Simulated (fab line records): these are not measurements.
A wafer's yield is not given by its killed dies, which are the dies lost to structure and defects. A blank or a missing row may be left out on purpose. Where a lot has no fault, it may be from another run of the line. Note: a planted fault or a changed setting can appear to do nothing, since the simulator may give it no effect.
A struck lot beside a sound one || flow sky130 || 16 out of 708 route steps
Sound: wafers L646.2, L646.5, L646.6. Struck: wafers L637.2, L637.4, L637.5. The cause is given at the end.
At each step with rows: each side's tool, then ch and its chambers, then its first start. Under that, the readings that differ: sound wafers || struck wafers || difference of the means || sigmas: that difference in standard deviations of wafers without a fault.
alike: a reading whose means differ by less than 2 such deviations, as well as words and numbers matching on both sides. not compared: withheld readings; readings where some wafer has no value; bounds like >300 that might hide an equal value; numbers whose values overlap and for which the record gives no deviation.
The two part at a step that has a row with sigmas, a row that says differs or no value, or rows on one side only. Numbers that don't overlap but have no deviation are shown without sigmas and don't part them. Lack of a reading on every wafer of one side parts them only where that side has two or more wafers.

first, 1 step without rows for these wafers: SKY_FIELD_ISO_CVD_03 (deposits Si3N4 from DCS/NH3, target thk 165 nm, time 2830 s).
SKY_FIELD_ISO_THK_MEAS_04:
  sound on film_metro-03 at day 4 11:40; struck on film_metro-01 at day 2 16:26
  alike: FIELD_ISO_CVD_03_THK
then, 8 steps without rows for these wafers: SKY_FIELD_ISO_DEHYDRATE_05 (time 60 s); SKY_FIELD_ISO_HMDS_06 (prime time 60 s); SKY_FIELD_ISO_COAT_07 (resist thk 60 nm); SKY_FIELD_ISO_COAT_08 (resist thk 450 nm); SKY_FIELD_ISO_SOFTBAKE_09 (time 90 s); SKY_FIELD_ISO_EXPOSE_10 (exposes mask FOM, target cd 150 nm); SKY_FIELD_ISO_PEB_11; SKY_FIELD_ISO_DEVELOP_12 (develop time 60 s).
SKY_FIELD_ISO_CD_MEAS_13: target cd 150 nm.
  sound on cd_sem-01 at day 5 04:32; struck on cd_sem-02 at day 3 07:46
  alike: cd_nm
SKY_FIELD_ISO_ETCH_14: etches BARC in N2/H2, stops on SiO2, time 45.9 s, target depth 60 nm.
  sound on rie_diel-02 ch 0,1, day 5 04:38; struck on rie_diel-01 ch 0,2,3, day 3 07:52
  alike: bias_w, chamber_pressure_mTorr, drypump_motor_current_A, oes_product_au, throttle_valve_pct
  not compared: rf_hours_counter_h
SKY_FIELD_ISO_ETCH_15: etches the open film in CHF3/O2, stops on Si, target depth 180 nm, time 72 s.
  sound on rie_diel-02 ch 0,1, day 5 04:40; struck on rie_diel-01 ch 0,2,3, day 3 07:55
  no value came back on the struck wafers for any of 5 readings (O2_flow_sccm (sccm), bias_w (W) and others); on the sound wafers O2_flow_sccm (sccm) reads 4.998 4.999 5.009
{"reading": "model.KrF-thick_of_FIELD_ISO_COAT_08.thk_nm (nm)", "sound": "234.8 232 237.5", "struck": "392.9 393.7 392.2", "difference": "+158.2", "sigmas": ""}
  not compared: rf_hours_counter_h
SKY_FIELD_ISO_STRIP_16: strips in O2/N2.
  sound on plasma_asher-01 ch 0,1, day 5 04:43; struck on plasma_asher-01 ch 0,1, day 3 07:58
{"reading": "oes_product_au (a.u.)", "sound": "0.385 0.371 0.377", "struck": "0.444 0.455 0.446", "difference": "+0.071", "sigmas": "+15"}
{"reading": "strip_time_to_endpoint_s (s)", "sound": "3.53 3.51 3.55", "struck": "5.18 5.20 5.20", "difference": "+1.66", "sigmas": "+48"}
  alike: drypump_motor_current_A
  not compared: rf_hours_counter_h
SKY_FIELD_ISO_ETCH_17: etches Si in HBr/Cl2/O2, target depth 342 nm, time 97.7 s.
  sound on rie_si-02 ch 1,2,3, day 5 04:49; struck on rie_si-01 ch 0,2,3, day 3 08:04
  alike: HBr_flow_sccm, O2_flow_sccm, drypump_motor_current_A, mfc_cl2_sccm, oes_product_au, throttle_valve_pct
  not compared: rf_hours_counter_h
-- record jumps: 44 days separate the struck wafers' starts on either side; left off in module FIELD_ISO, taken up again in module PAD_OPEN, whose first shown step is the route's number 708 --
SKY_PAD_OPEN_PROBE_99:
  sound on prober-02 at day 49 11:42; struck on prober-01 at day 47 04:42
{"reading": "killed_at_M4_up", "sound": "2 6 5", "struck": "0 1 1", "difference": -4, "sigmas": -2}
{"reading": "killed_at_front_end", "sound": "13 10 15", "struck": "419 418 422", "difference": "+407", "sigmas": "+97"}
{"reading": "killed_dies", "sound": "68 85 89", "struck": "492 492 492", "difference": "+411", "sigmas": "+44"}
{"reading": "killed_on_rim", "sound": "11 17 15", "struck": "96 96 96", "difference": "+82", "sigmas": "+20"}
{"reading": "killed_short", "sound": "25 28 34", "struck": "48 38 48", "difference": "+16", "sigmas": "+2"}
  alike: killed_at_M0_to_M3, killed_at_contacts, killed_at_other, killed_open

## WHERE THEY PART
Last at SKY_PAD_OPEN_PROBE_99 as far as this record goes, first at SKY_FIELD_ISO_ETCH_15.

WHY: whatever the simulator had introduced
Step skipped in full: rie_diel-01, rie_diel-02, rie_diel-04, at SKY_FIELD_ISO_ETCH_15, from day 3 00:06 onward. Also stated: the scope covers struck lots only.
